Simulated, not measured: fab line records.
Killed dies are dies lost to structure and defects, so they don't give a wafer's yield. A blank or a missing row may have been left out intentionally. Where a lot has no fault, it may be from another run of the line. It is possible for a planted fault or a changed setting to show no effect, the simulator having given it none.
A sampling plan put to the test | flow gf180mcu | each of the 73 faults these records tell of, on one fab line, judged from the records of the lots it struck
What counts as the plan is the set of the line's own looks, namely the steps on the route at which a gauge or an inspection reads a wafer and does not change it. A look can be judged if struck wafers have a number there and the file gives its usual mean and standard deviation on fault-free wafers. Caught: the struck wafers' mean, at a look after the fault's first step, is 4 or more of those standard deviations (sigma) away from the usual mean. On the tool: the test repeated on the tool's own readings taken at the fault's steps. Caught also covers a different recipe on the struck wafers, or a record left blank for those wafers only.

== THE FAULTS, as the simulator had put them in ==
1. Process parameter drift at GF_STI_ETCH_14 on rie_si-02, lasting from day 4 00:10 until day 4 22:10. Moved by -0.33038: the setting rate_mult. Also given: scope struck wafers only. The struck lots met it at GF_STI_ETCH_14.
2. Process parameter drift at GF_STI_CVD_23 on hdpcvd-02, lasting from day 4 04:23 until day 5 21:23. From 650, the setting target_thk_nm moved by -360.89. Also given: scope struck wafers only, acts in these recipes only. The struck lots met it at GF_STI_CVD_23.
3. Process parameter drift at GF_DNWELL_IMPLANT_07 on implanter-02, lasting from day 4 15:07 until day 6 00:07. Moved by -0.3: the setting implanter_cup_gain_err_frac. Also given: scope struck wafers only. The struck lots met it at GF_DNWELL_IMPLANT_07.
4. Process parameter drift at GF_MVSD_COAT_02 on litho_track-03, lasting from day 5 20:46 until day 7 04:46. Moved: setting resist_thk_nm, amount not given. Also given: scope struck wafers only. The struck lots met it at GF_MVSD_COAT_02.
5. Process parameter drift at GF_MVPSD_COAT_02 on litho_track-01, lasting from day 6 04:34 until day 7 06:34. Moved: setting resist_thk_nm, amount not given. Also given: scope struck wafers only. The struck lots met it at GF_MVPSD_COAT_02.
6. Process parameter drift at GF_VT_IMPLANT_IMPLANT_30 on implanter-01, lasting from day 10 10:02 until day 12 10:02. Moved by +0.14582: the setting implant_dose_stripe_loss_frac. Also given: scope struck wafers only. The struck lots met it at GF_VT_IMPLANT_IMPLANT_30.
7. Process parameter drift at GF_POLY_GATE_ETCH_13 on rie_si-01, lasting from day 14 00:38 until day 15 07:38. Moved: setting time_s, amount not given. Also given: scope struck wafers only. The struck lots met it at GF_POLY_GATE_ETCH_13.
8. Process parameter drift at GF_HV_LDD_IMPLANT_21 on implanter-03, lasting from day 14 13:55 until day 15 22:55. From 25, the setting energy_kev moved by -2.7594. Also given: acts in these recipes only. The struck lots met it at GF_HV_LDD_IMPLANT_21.
9. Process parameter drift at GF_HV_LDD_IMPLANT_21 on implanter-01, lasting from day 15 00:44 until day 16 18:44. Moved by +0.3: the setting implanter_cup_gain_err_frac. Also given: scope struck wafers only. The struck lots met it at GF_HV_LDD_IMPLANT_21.
10. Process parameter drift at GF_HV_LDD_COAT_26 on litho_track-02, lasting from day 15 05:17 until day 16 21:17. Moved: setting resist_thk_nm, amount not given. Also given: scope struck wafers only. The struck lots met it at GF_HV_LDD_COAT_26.
11. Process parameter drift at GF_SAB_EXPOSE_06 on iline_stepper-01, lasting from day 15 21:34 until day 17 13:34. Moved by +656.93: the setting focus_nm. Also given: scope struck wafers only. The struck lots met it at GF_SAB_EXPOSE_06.
12. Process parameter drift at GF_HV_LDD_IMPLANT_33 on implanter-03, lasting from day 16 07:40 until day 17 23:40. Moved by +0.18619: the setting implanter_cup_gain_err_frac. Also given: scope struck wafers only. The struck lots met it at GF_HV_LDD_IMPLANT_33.
13. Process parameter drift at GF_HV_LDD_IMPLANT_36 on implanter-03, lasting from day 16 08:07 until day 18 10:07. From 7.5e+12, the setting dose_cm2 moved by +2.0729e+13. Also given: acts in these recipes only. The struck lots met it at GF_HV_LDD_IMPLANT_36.
14. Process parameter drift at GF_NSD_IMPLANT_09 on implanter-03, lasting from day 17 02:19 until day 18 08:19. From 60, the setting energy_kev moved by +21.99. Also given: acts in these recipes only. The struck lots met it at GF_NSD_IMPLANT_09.
15. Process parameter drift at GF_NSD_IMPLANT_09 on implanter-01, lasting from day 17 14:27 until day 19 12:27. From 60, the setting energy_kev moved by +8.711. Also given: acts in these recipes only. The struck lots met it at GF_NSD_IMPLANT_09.
16. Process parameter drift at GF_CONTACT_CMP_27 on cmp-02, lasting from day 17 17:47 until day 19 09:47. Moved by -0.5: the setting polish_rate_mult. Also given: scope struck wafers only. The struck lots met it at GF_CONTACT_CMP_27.
17. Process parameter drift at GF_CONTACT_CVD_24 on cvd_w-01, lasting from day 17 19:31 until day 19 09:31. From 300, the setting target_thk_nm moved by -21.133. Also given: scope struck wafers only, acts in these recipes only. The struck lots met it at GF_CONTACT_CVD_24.
18. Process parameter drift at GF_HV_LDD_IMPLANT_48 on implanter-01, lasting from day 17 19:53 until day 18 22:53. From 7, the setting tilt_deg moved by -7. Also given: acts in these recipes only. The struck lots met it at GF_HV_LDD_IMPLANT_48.
19. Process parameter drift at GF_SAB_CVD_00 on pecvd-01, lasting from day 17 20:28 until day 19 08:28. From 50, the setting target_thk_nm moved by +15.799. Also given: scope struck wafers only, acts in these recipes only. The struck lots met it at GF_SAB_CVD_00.
20. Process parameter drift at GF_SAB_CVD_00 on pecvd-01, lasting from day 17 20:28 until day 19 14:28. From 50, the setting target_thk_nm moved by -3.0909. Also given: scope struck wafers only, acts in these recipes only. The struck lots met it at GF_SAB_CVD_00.
21. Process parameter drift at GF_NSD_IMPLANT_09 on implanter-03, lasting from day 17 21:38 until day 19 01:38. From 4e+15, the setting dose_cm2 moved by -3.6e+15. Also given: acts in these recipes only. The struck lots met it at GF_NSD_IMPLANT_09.
22. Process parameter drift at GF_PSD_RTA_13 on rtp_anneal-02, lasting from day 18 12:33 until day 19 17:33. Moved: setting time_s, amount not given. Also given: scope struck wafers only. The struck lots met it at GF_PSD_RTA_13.
23. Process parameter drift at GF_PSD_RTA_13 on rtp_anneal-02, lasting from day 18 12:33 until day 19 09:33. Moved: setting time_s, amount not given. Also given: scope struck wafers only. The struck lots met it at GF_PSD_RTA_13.
24. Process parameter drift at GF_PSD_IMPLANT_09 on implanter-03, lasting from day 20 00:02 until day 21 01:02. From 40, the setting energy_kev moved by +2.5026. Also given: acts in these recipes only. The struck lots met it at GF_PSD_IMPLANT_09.
25. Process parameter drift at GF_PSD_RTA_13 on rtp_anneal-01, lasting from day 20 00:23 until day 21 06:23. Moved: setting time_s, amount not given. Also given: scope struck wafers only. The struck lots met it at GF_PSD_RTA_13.
26. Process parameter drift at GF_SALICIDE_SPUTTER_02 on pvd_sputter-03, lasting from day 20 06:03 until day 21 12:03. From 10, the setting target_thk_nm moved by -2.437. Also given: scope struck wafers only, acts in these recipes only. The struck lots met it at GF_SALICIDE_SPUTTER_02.
27. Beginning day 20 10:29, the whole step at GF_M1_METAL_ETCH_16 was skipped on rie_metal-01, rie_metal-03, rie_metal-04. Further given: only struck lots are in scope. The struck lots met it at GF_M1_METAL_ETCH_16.
28. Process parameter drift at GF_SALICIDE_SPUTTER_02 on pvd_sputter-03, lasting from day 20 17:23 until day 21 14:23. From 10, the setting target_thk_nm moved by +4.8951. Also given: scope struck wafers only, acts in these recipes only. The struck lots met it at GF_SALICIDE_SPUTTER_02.
29. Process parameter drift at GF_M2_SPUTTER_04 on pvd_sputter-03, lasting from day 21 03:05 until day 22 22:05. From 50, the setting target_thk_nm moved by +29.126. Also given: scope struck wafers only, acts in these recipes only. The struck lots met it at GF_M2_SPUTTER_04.
30. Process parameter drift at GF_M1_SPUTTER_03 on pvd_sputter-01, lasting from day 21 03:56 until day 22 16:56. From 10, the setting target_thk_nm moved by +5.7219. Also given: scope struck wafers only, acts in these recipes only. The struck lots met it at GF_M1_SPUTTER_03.
31. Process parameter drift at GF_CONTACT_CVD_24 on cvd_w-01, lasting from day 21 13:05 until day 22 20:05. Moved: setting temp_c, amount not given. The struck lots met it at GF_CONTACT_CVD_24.
32. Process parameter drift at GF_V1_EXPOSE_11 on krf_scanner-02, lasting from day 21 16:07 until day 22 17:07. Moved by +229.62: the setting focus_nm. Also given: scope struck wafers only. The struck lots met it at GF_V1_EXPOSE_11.
33. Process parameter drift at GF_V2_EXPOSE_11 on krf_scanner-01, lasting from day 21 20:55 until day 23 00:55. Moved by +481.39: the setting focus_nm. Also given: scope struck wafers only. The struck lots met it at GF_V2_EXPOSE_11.
34. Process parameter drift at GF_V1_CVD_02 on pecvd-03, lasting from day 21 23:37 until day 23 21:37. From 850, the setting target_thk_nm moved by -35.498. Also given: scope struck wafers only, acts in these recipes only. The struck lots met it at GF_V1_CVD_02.
35. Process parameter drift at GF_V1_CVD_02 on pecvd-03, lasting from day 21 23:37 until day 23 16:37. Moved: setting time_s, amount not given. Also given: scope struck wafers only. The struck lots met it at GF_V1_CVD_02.
36. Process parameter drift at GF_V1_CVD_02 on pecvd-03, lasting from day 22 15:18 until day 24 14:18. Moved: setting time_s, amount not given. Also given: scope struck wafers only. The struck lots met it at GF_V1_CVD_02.
37. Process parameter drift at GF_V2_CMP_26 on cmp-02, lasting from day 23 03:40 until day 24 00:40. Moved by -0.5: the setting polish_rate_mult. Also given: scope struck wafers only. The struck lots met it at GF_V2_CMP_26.
38. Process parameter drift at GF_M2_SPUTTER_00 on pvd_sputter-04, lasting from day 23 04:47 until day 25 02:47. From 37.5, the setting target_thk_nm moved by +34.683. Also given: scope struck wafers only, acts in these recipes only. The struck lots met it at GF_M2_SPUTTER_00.
39. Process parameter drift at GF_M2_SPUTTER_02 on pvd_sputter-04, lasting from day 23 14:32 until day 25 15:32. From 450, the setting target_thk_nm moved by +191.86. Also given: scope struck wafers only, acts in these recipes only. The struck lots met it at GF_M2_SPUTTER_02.
40. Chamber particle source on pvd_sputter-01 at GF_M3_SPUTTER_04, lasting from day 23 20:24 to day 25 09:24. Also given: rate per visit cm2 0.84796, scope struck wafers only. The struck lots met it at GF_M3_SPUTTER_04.
41. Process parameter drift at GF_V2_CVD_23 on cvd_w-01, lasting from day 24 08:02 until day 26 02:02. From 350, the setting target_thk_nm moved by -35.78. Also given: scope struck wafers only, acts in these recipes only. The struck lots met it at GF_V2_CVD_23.
42. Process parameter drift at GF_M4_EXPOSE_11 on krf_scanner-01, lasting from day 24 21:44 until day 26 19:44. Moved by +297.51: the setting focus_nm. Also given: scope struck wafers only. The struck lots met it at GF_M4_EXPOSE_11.
43. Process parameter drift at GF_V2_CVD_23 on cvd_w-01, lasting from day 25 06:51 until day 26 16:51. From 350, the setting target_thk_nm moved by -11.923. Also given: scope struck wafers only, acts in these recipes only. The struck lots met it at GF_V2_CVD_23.
44. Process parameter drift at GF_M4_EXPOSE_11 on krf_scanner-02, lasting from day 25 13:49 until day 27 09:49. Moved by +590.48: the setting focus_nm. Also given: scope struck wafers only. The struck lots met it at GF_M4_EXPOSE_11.
45. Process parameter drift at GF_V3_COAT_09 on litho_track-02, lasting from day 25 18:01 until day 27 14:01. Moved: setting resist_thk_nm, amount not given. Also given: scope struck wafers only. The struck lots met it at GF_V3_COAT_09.
46. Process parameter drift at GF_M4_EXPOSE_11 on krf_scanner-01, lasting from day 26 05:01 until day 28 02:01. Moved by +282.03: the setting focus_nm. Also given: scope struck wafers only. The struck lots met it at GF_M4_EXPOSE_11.
47. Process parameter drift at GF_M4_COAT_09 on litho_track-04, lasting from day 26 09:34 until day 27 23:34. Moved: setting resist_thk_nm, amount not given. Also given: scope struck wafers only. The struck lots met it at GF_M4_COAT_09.
48. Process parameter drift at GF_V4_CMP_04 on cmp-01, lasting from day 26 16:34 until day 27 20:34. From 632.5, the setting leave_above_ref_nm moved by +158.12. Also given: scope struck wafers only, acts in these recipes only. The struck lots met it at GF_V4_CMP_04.
49. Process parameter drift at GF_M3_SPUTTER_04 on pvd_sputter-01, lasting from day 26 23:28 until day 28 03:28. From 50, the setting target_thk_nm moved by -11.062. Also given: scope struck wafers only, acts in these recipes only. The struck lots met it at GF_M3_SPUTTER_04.
50. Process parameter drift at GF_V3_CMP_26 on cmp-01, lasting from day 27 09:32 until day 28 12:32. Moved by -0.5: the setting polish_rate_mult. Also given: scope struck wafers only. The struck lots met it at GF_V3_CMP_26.
51. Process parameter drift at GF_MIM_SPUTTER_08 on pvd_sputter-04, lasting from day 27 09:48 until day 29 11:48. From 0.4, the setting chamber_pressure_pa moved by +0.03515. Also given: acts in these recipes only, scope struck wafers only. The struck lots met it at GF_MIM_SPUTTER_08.
52. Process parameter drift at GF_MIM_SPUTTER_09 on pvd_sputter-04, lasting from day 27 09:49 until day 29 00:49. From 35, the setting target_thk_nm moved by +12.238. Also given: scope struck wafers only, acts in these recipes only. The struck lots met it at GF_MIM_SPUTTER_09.
53. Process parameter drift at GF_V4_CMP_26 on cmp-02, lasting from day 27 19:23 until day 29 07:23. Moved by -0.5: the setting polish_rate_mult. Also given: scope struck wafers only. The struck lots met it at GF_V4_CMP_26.
54. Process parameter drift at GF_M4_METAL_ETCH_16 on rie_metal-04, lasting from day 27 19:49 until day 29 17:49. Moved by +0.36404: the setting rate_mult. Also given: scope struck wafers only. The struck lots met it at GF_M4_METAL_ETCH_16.
55. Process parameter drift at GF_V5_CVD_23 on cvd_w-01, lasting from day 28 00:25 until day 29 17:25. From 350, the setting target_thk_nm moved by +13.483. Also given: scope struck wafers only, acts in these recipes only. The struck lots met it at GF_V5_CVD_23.
56. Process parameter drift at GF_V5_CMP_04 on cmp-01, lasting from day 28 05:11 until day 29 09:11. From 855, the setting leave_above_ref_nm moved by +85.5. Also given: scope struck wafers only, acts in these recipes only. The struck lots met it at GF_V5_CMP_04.
57. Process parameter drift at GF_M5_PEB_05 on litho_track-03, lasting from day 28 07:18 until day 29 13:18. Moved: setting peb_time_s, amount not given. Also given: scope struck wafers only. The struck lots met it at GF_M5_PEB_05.
58. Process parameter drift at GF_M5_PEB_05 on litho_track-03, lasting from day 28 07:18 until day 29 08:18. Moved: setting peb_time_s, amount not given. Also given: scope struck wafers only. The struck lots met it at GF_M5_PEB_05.
59. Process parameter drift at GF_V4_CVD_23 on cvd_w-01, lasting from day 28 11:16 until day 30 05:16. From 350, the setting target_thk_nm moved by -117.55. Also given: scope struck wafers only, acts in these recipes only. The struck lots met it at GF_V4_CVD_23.
60. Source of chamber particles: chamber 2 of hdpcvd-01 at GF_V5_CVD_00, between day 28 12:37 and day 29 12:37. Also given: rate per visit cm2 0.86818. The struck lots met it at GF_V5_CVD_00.
61. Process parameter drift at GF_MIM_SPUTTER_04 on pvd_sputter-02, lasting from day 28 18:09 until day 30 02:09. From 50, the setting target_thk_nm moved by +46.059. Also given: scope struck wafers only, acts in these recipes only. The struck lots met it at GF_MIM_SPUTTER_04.
62. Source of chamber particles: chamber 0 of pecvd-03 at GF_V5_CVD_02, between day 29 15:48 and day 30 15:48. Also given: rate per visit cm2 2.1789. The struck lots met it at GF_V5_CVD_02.
63. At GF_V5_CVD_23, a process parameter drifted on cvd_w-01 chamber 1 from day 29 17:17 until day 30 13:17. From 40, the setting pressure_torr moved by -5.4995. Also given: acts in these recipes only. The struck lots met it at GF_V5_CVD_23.
64. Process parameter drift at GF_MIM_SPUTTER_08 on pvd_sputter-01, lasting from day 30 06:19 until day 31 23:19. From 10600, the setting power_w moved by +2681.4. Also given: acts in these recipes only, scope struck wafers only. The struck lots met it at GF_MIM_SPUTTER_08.
65. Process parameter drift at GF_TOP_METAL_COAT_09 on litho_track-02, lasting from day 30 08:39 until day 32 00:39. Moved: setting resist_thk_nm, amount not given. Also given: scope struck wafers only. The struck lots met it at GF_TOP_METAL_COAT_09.
66. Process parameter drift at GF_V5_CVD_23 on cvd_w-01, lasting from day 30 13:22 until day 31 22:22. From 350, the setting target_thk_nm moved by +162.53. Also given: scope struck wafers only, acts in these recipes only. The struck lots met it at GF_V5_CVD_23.
67. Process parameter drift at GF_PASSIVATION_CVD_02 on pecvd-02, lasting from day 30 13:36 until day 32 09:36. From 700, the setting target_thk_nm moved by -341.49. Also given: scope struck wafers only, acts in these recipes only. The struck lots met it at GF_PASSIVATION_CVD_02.
68. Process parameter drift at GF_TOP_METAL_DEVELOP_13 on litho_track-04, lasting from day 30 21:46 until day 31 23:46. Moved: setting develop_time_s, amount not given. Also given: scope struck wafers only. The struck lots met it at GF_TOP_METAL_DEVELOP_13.
69. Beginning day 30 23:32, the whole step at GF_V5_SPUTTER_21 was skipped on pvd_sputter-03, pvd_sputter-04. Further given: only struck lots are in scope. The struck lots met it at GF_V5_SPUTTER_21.
70. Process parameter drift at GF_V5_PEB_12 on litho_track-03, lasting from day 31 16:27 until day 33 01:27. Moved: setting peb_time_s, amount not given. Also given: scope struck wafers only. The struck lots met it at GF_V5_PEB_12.
71. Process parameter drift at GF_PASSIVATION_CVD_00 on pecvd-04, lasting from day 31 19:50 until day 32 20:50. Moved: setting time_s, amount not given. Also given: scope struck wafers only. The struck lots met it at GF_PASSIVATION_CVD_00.
72. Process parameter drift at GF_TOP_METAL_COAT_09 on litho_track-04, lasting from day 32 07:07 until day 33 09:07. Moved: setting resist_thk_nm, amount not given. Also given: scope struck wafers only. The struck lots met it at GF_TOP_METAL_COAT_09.
73. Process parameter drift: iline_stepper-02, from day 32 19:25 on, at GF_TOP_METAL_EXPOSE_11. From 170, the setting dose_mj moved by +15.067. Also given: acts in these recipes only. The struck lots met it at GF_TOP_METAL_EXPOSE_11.

== WHAT THE PLAN SAW ==
fault | on the tool itself                               | first look that catches it                      | reading, sigma                                               | median hours from its first step to that look | hours from the fault's start to the first struck lot there | judged looks passed uncaught
1     | oes_product_au -14 sigma                         | none of the 2 looks that can be judged after it | -                                                            | -                                             | -                                                          | 2
2     | no reading that can be judged                    | GF_STI_THK_MEAS_24                              | STI_CVD_23_THK -50                                           | 0.1                                           | 3                                                          | 0
3     | beam_on_s +22 sigma                              | GF_DNWELL_TW_MEAS_09                            | DNWELL_TW +9.9                                               | 0.2                                           | 3                                                          | 0
4     | no reading that can be judged                    | no look after it can be judged                  | -                                                            | -                                             | -                                                          | 0
5     | under 2 sigma                                    | not the one look that can be judged after it    | -                                                            | -                                             | -                                                          | 1
6     | no reading that can be judged                    | not the one look that can be judged after it    | strongest: VT_IMPLANT_3_TW at GF_VT_IMPLANT_TW_MEAS_32, -3.8 | -                                             | -                                                          | 1
7     | run_length_s -36 sigma                           | no look after it can be judged                  | -                                                            | -                                             | -                                                          | 0
8     | beam_energy_keV -99 or beyond sigma              | GF_HV_LDD_TW_MEAS_23                            | HV_LDD_2_TW -6.4                                             | 0.2                                           | 3                                                          | 0
9     | faraday_current_uA +15 sigma                     | GF_HV_LDD_TW_MEAS_23                            | HV_LDD_2_TW -15                                              | 0.2                                           | 5                                                          | 0
10    | under 2 sigma                                    | GF_HV_LDD_CD_MEAS_31                            | cd_nm +4.6                                                   | 11.1                                          | 12                                                         | 0
11    | under 2 sigma                                    | GF_SAB_CD_MEAS_09                               | cd_nm -30                                                    | 11.0                                          | 17                                                         | 0
12    | faraday_current_uA +9.2 sigma                    | GF_HV_LDD_RS_MEAS_53                            | HV_LDD_RS +4.0                                               | 24.6                                          | 28                                                         | 0
13    | dose_ions_cm2 +99 or beyond sigma                | GF_HV_LDD_TW_MEAS_38                            | HV_LDD_3_TW +32                                              | 0.2                                           | 5                                                          | 0
14    | beam_energy_keV +99 or beyond sigma              | GF_NSD_TW_MEAS_12                               | NSD_TW +7.4                                                  | 0.4                                           | 13                                                         | 0
15    | beam_energy_keV +99 or beyond sigma              | GF_PSD_RS_MEAS_14                               | NSD_RS -30                                                   | 25.1                                          | 29                                                         | 1
16    | overpolish_run_s -99 or beyond sigma             | no look after it can be judged                  | -                                                            | -                                             | -                                                          | 0
17    | under 2 sigma                                    | GF_CONTACT_RS_MEAS_25                           | CONTACT_W_RS +5.1                                            | 0.1                                           | 4                                                          | 0
18    | tilt_deg -99 or beyond sigma                     | GF_HV_LDD_TW_MEAS_50                            | HV_LDD_4_TW -17                                              | 0.2                                           | 9                                                          | 0
19    | under 2 sigma                                    | GF_SAB_THK_MEAS_01                              | SAB_CVD_00_THK +24                                           | 0.0                                           | 19                                                         | 0
20    | under 2 sigma                                    | GF_SAB_THK_MEAS_01                              | SAB_CVD_00_THK -4.0                                          | 0.0                                           | 24                                                         | 0
21    | dose_ions_cm2 -99 or beyond sigma                | GF_NSD_TW_MEAS_12                               | NSD_TW -9.7                                                  | 0.4                                           | 7                                                          | 0
22    | run_length_s -12 sigma                           | GF_PSD_RS_MEAS_14                               | NSD_RS +11                                                   | 0.1                                           | 3                                                          | 0
23    | run_length_s +77 sigma                           | GF_PSD_RS_MEAS_14                               | NSD_RS -50                                                   | 0.1                                           | 3                                                          | 0
24    | beam_energy_keV +99 or beyond sigma              | GF_PSD_RS_MEAS_15                               | PSD_RS -10                                                   | 0.6                                           | 10                                                         | 0
25    | run_length_s +36 sigma                           | GF_PSD_RS_MEAS_14                               | NSD_RS -28                                                   | 0.1                                           | 10                                                         | 0
26    | under 2 sigma                                    | GF_SALICIDE_RS_MEAS_04                          | SALICIDE_TIN_RS +12                                          | 0.1                                           | 10                                                         | 0
27    | the tool's record is blank for the struck wafers | no look after it can be judged                  | -                                                            | -                                             | -                                                          | 0
28    | under 2 sigma                                    | GF_SALICIDE_RS_MEAS_04                          | SALICIDE_TIN_RS -13                                          | 0.0                                           | 2                                                          | 0
29    | under 2 sigma                                    | GF_M2_THK_MEAS_06                               | M2_ALCU_THK -4.2                                             | 0.2                                           | 4                                                          | 0
30    | under 2 sigma                                    | no look after it can be judged                  | -                                                            | -                                             | -                                                          | 0
31    | susceptor_temp_C +99 or beyond sigma             | GF_CONTACT_RS_MEAS_25                           | CONTACT_W_RS -27                                             | 0.1                                           | 5                                                          | 0
32    | no reading that can be judged                    | GF_V1_CD_MEAS_14                                | cd_nm +4.8                                                   | 11.7                                          | 23                                                         | 0
33    | under 2 sigma                                    | GF_V2_CD_MEAS_14                                | cd_nm +9.9                                                   | 11.2                                          | 16                                                         | 0
34    | under 2 sigma                                    | not the one look that can be judged after it    | strongest: V1_CVD_02_THK at GF_V1_THK_MEAS_03, -3.6          | -                                             | -                                                          | 1
35    | run_length_s +19 sigma                           | GF_V1_THK_MEAS_03                               | V1_CVD_02_THK +5.1                                           | 0.1                                           | 22                                                         | 0
36    | run_length_s -99 or beyond sigma                 | GF_V1_THK_MEAS_03                               | V1_CVD_02_THK -37                                            | 0.1                                           | 6                                                          | 0
37    | overpolish_run_s -99 or beyond sigma             | no look after it can be judged                  | -                                                            | -                                             | -                                                          | 0
38    | under 2 sigma                                    | no look after it can be judged                  | -                                                            | -                                             | -                                                          | 0
39    | under 2 sigma                                    | GF_M2_RS_MEAS_05                                | M2_ALCU_RS -26                                               | 0.1                                           | 37                                                         | 0
40    | under 2 sigma                                    | none of the 2 looks that can be judged after it | -                                                            | -                                             | -                                                          | 2
41    | under 2 sigma                                    | GF_V2_RS_MEAS_24                                | V2_W_RS +10                                                  | 0.1                                           | 13                                                         | 0
42    | no reading that can be judged                    | GF_M4_CD_MEAS_14                                | cd_nm -15                                                    | 10.2                                          | 40                                                         | 0
43    | under 2 sigma                                    | none of the 2 looks that can be judged after it | strongest: V2_W_RS at GF_V2_RS_MEAS_24, +2.4                 | -                                             | -                                                          | 2
44    | no reading that can be judged                    | GF_M4_CD_MEAS_14                                | cd_nm -60                                                    | 10.2                                          | 46                                                         | 0
45    | no reading that can be judged                    | no look after it can be judged                  | -                                                            | -                                             | -                                                          | 0
46    | under 2 sigma                                    | GF_M4_CD_MEAS_14                                | cd_nm -13                                                    | 10.4                                          | 11                                                         | 0
47    | under 2 sigma                                    | no look after it can be judged                  | -                                                            | -                                             | -                                                          | 0
48    | time_to_endpoint_s -10 sigma                     | not the one look that can be judged after it    | -                                                            | -                                             | -                                                          | 1
49    | under 2 sigma                                    | none of the 7 looks that can be judged after it | strongest: M3_ALCU_THK at GF_M3_THK_MEAS_06, +3.4            | -                                             | -                                                          | 7
50    | overpolish_run_s -99 or beyond sigma             | no look after it can be judged                  | -                                                            | -                                             | -                                                          | 0
51    | chamber_pressure_pa +43 sigma                    | none of the 2 looks that can be judged after it | -                                                            | -                                             | -                                                          | 2
52    | under 2 sigma                                    | no look after it can be judged                  | -                                                            | -                                             | -                                                          | 0
53    | overpolish_run_s -99 or beyond sigma             | no look after it can be judged                  | -                                                            | -                                             | -                                                          | 0
54    | under 2 sigma                                    | no look after it can be judged                  | -                                                            | -                                             | -                                                          | 0
55    | under 2 sigma                                    | none of the 2 looks that can be judged after it | strongest: V5_W_RS at GF_V5_RS_MEAS_24, -3.5                 | -                                             | -                                                          | 2
56    | under 2 sigma                                    | not the one look that can be judged after it    | -                                                            | -                                             | -                                                          | 1
57    | heater_power_total_W +41 sigma                   | none of the 2 looks that can be judged after it | strongest: cd_nm at GF_M5_CD_MEAS_07, +2.5                   | -                                             | -                                                          | 2
58    | no reading that can be judged                    | none of the 2 looks that can be judged after it | strongest: cd_nm at GF_M5_CD_MEAS_07, -2.3                   | -                                             | -                                                          | 2
59    | under 2 sigma                                    | GF_V4_RS_MEAS_24                                | V4_W_RS +36                                                  | 0.2                                           | 1                                                          | 0
60    | no reading that can be judged                    | no look after it can be judged                  | -                                                            | -                                             | -                                                          | 0
61    | under 2 sigma                                    | none of the 5 looks that can be judged after it | -                                                            | -                                             | -                                                          | 5
62    | under 2 sigma                                    | not the one look that can be judged after it    | -                                                            | -                                             | -                                                          | 1
63    | chamber_pressure_Torr -62 sigma                  | GF_V5_RS_MEAS_24                                | V5_W_RS +8.8                                                 | 0.1                                           | 8                                                          | 0
64    | cathode_dc_power_W +99 or beyond sigma           | GF_MIM_RS_MEAS_10                               | MIM_ALCU_RS -18                                              | 0.0                                           | 6                                                          | 0
65    | under 2 sigma                                    | no look after it can be judged                  | -                                                            | -                                             | -                                                          | 0
66    | under 2 sigma                                    | GF_V5_RS_MEAS_24                                | V5_W_RS -37                                                  | 0.1                                           | 9                                                          | 0
67    | under 2 sigma                                    | GF_PASSIVATION_THK_MEAS_03                      | PASSIVATION_CVD_02_THK -31                                   | 0.3                                           | 8                                                          | 0
68    | no reading that can be judged                    | GF_TOP_METAL_CD_MEAS_14                         | cd_nm +4.4                                                   | 0.1                                           | 2                                                          | 0
69    | the tool's record is blank for the struck wafers | none of the 2 looks that can be judged after it | -                                                            | -                                             | -                                                          | 2
70    | heater_power_total_W +73 sigma                   | none of the 2 looks that can be judged after it | strongest: cd_nm at GF_V5_CD_MEAS_14, -3.7                   | -                                             | -                                                          | 2
71    | run_length_s +27 sigma                           | GF_PASSIVATION_THK_MEAS_01                      | PASSIVATION_CVD_00_THK +7.4                                  | 0.1                                           | 0                                                          | 0
72    | under 2 sigma                                    | no look after it can be judged                  | -                                                            | -                                             | -                                                          | 0
73    | exposure_dose_mJ_cm2 +12 sigma                   | GF_TOP_METAL_CD_MEAS_14                         | cd_nm -9.9                                                   | 7.3                                           | 15                                                         | 0
A dash: the fault isn't caught, or these records don't give the number.

Caught at a look: 40 of 73. Caught on the tool: 32 of 73. By one or the other: 52 of 73.
Faults 1, 7, 16, 27, 37, 48, 50, 51, 53, 57, 69, 70 were caught on the tool alone.
Caught at a look alone: faults 2, 10, 11, 17, 19, 20, 26, 28, 29, 32, 33, 39, 41, 42, 44, 46, 59, 66, 67, 68.
Caught by neither: faults 4, 5, 6, 30, 34, 38, 40, 43, 45, 47, 49, 52, 54, 55, 56, 58, 60, 61, 62, 65, 72.

== THINNER SAMPLING ==
If the look that catches a fault measured only every second or every third lot, by lot number, the first struck lot would be measured this late in the worst case:
fault | struck lots at that look, in order of time | every lot | every second lot | every third lot
2     | L384, L388, L389                           | 3 h       | 29 h             | 29 h
3     | L241, L243, L246                           | 3 h       | 30 h             | may miss all 3
8     | L340, L344                                 | 3 h       | may miss all 2   | may miss all 2
9     | L770, L771, L774                           | 5 h       | 13 h             | may miss all 3
10    | L224, L225                                 | 12 h      | 22 h             | may miss all 2
11    | L910, L911, L914                           | 17 h      | 25 h             | may miss all 3
12    | L501, L504, L505                           | 28 h      | 51 h             | may miss all 3
13    | L876, L879                                 | 5 h       | 27 h             | may miss all 2
14    | L281, L283                                 | 13 h      | may miss all 2   | may miss all 2
15    | L700, L702                                 | 29 h      | may miss all 2   | may miss all 2
17    | L373, L374, L376                           | 4 h       | 13 h             | may miss all 3
18    | L789, L790                                 | 9 h       | 15 h             | may miss all 2
19    | L274, L275, L276                           | 19 h      | 24 h             | 33 h
20    | L859, L860                                 | 24 h      | 33 h             | may miss all 2
21    | L876, L878                                 | 7 h       | may miss all 2   | may miss all 2
22    | L799, L800, L801                           | 3 h       | 7 h              | 17 h
23    | L645, L646, L647                           | 3 h       | 7 h              | 17 h
24    | L257, L258                                 | 10 h      | 15 h             | may miss all 2
25    | L794, L795                                 | 10 h      | 14 h             | may miss all 2
26    | L442, L443, L444                           | 10 h      | 13 h             | 29 h
28    | L955, L956                                 | 2 h       | 18 h             | may miss all 2
29    | L355, L357                                 | 4 h       | may miss all 2   | may miss all 2
31    | L523, L524, L525                           | 5 h       | 8 h              | 23 h
32    | L440                                       | 23 h      | may miss it      | may miss it
33    | L907, L908                                 | 16 h      | 25 h             | may miss all 2
35    | L792, L793                                 | 22 h      | 36 h             | may miss all 2
36    | L142, L143, L147                           | 6 h       | 21 h             | 45 h
39    | L309                                       | 37 h      | may miss it      | may miss it
41    | L103, L106                                 | 13 h      | 33 h             | may miss all 2
42    | L571, L572                                 | 40 h      | 43 h             | may miss all 2
44    | L120                                       | 46 h      | may miss it      | may miss it
46    | L185                                       | 11 h      | may miss it      | may miss it
59    | L151, L153                                 | 1 h       | may miss all 2   | may miss all 2
63    | L564, L565                                 | 8 h       | 11 h             | may miss all 2
64    | L386                                       | 6 h       | may miss it      | may miss it
66    | L952, L953, L954                           | 9 h       | 12 h             | 12 h
67    | L435, L436, L437                           | 8 h       | 11 h             | 28 h
68    | L805                                       | 2 h       | may miss it      | may miss it
71    | L758, L761                                 | 0 h       | 24 h             | may miss all 2
73    | L153, L154                                 | 15 h      | 21 h             | may miss all 2
Hours are from the fault's start to the first struck lot that is measured. The limit of 4 sigma was tested on all struck wafers together, so one lot alone may lie under it. Other struck lots may not be in these records.

== THE LONGEST TIMED WAY FROM STEP TO LOOK ==
Fault 15: median gap of 25.1 hours between GF_NSD_IMPLANT_09 and GF_PSD_RS_MEAS_14. The look between them that can be judged stayed within 4 sigma: GF_PSD_TW_MEAS_11.
